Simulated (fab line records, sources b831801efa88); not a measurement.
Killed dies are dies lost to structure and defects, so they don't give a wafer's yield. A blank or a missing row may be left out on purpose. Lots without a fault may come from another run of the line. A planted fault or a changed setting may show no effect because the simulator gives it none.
Which tool did it? | flow sky130 | 7 lots, 21 wafers sampled, at 2 steps of a route of 708

WHAT THE GAUGES READ, wafer by wafer
SKY_VT_ADJUST_PCH_OVL_MEAS_07.
lot  | measured     | on         | VT_ADJUST_PCH_OVL (nm)
L443 | day 10 11:23 | overlay-01 | 4.3 -0.3 1.6
L445 | day 11 04:47 | overlay-01 | 3.0 3.0 3.6
L447 | day 11 23:05 | overlay-01 | 1.0 -0.7 3.5
L451 | day 13 03:53 | overlay-01 | 3.0 3.1 3.4
L454 | day 14 05:17 | overlay-01 | 3.5 3.6 5.2
L458 | day 15 08:17 | overlay-02 | 1.8 2.4 4.1
L462 | day 16 12:14 | overlay-02 | 1.7 2.8 0.4

WHICH TOOL RAN EACH LOT (tool, then ch and the chambers of the sampled wafers, then the start)
lot  | SKY_VT_ADJUST_HVTR_STRIP_10
L443 | plasma_asher-04 ch 0, day 9 13:49
L445 | plasma_asher-03 ch 0,1, day 10 07:35
L447 | plasma_asher-03 ch 0,1, day 11 01:14
L451 | plasma_asher-03 ch 0,1, day 12 03:56
L454 | plasma_asher-04 ch 0,1, day 13 03:53
L458 | plasma_asher-04 ch 0,1, day 14 06:13
L462 | plasma_asher-01 ch 0,1, day 15 08:23
- SKY_VT_ADJUST_HVTR_STRIP_10: strips in O2/N2.

THE ANSWER, worked out from the rows above alone
Rule: what is usual is taken from the lots themselves. Put in order of their means at a reading, lots are off if they are a third of the lots or fewer, leave a main group of 4 or more, and stand apart from it by a gap of 3 or more times the standard deviation of the main group's means; of several such gaps the widest counts. A main group whose means are all the same, to the digits that the tables above print for the reading, isn't used. A lot without any number at a reading at which 4 lots or more have one is off too. The other lots that the step has rows for count as sound.
No lot is off at any reading shown: from this, nothing can be told.

WHAT THE SIMULATOR HAD PUT IN
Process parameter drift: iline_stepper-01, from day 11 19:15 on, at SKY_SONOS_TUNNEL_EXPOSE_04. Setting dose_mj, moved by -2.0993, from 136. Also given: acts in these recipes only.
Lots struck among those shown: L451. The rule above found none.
